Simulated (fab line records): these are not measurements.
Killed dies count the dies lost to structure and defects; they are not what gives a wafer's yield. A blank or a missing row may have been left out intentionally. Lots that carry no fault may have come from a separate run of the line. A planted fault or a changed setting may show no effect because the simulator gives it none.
The tool behind it: which one? | flow sky130 | Sampling: 10 lots, 30 wafers, 3 of 708 route steps

== WHAT THE GAUGES READ, wafer by wafer ==
SKY_SD_N_OVL_MEAS_08.
lot  | measured     | on         | SD_N_OVL (nm)
L580 | day 29 23:26 | overlay-02 | -0.9 -1.3 1.1
L579 | day 30 06:13 | overlay-01 | 0.6 1.0 0.4
L582 | day 32 13:40 | overlay-01 | 1.8 1.5 1.6
L586 | day 32 16:04 | overlay-02 | 1.2 2.3 0.8
L581 | day 32 17:31 | overlay-02 | -0.7 -0.9 0.4
L587 | day 32 19:30 | overlay-01 | 0.2 -0.6 0.2
L589 | day 32 20:06 | overlay-02 | -1.1 0.2 0.1
L594 | day 34 02:09 | overlay-02 | 0.4 1.1 0.9
L597 | day 35 01:19 | overlay-01 | -1.8 -0.8 -1.5
L598 | day 35 05:10 | overlay-01 | -0.2 0.3 -0.7

== EACH LOT AND THE TOOL THAT RAN IT (in order: tool; ch and the chambers of the sampled wafers; start) ==
lot  | SKY_POLY_CUT_STRIP_12                | SKY_RES_XHIGH_STRIP_08
L580 | plasma-asher-03 ch 0,1, day 26 10:07 | plasma-asher-03 ch 0,1, day 28 19:32
L579 | plasma-asher-04 ch 0,1, day 26 17:03 | plasma-asher-01 ch 0,1, day 29 01:38
L582 | plasma-asher-03 ch 0,1, day 29 02:50 | plasma-asher-01 ch 0,1, day 31 11:05
L586 | plasma-asher-03 ch 0,1, day 29 06:54 | plasma-asher-01 ch 0,1, day 31 14:16
L581 | plasma-asher-04 ch 0,1, day 29 07:14 | plasma-asher-03 ch 0,1, day 31 14:59
L587 | plasma-asher-03 ch 0,1, day 29 08:28 | plasma-asher-03 ch 0,1, day 31 16:29
L589 | plasma-asher-03 ch 0,1, day 29 08:38 | plasma-asher-03 ch 0,1, day 31 17:08
L594 | plasma-asher-01 ch 0,1, day 30 19:49 | plasma-asher-03 ch 0,1, day 33 00:11
L597 | plasma-asher-03 ch 0,1, day 31 17:37 | plasma-asher-01 ch 0,1, day 33 22:29
L598 | plasma-asher-03 ch 0,1, day 31 21:55 | plasma-asher-01 ch 0,1, day 34 02:21
- SKY_POLY_CUT_STRIP_12: strips in O2/N2.
- SKY_RES_XHIGH_STRIP_08: strips in O2/N2.

== THE ANSWER, worked out from the rows above alone ==
Rule: the lots themselves supply what counts as usual. The widest of any qualifying gaps counts: lots, ordered by their means at a reading, are off when they make up no more than a third of the lots, leave a main group of 4 or more, and stand apart from it by 3 or more times the standard deviation of that group's means. A main group whose means are all the same, to the digits that the tables above print for the reading, isn't used. Also off: a lot with no number at a reading for which 4 or more lots have one. Where the step has rows for the other lots, those lots are counted as sound.
No lot is off on any of the readings shown, so nothing can be concluded from this.

== WHAT WAS PUT IN BY THE SIMULATOR ==
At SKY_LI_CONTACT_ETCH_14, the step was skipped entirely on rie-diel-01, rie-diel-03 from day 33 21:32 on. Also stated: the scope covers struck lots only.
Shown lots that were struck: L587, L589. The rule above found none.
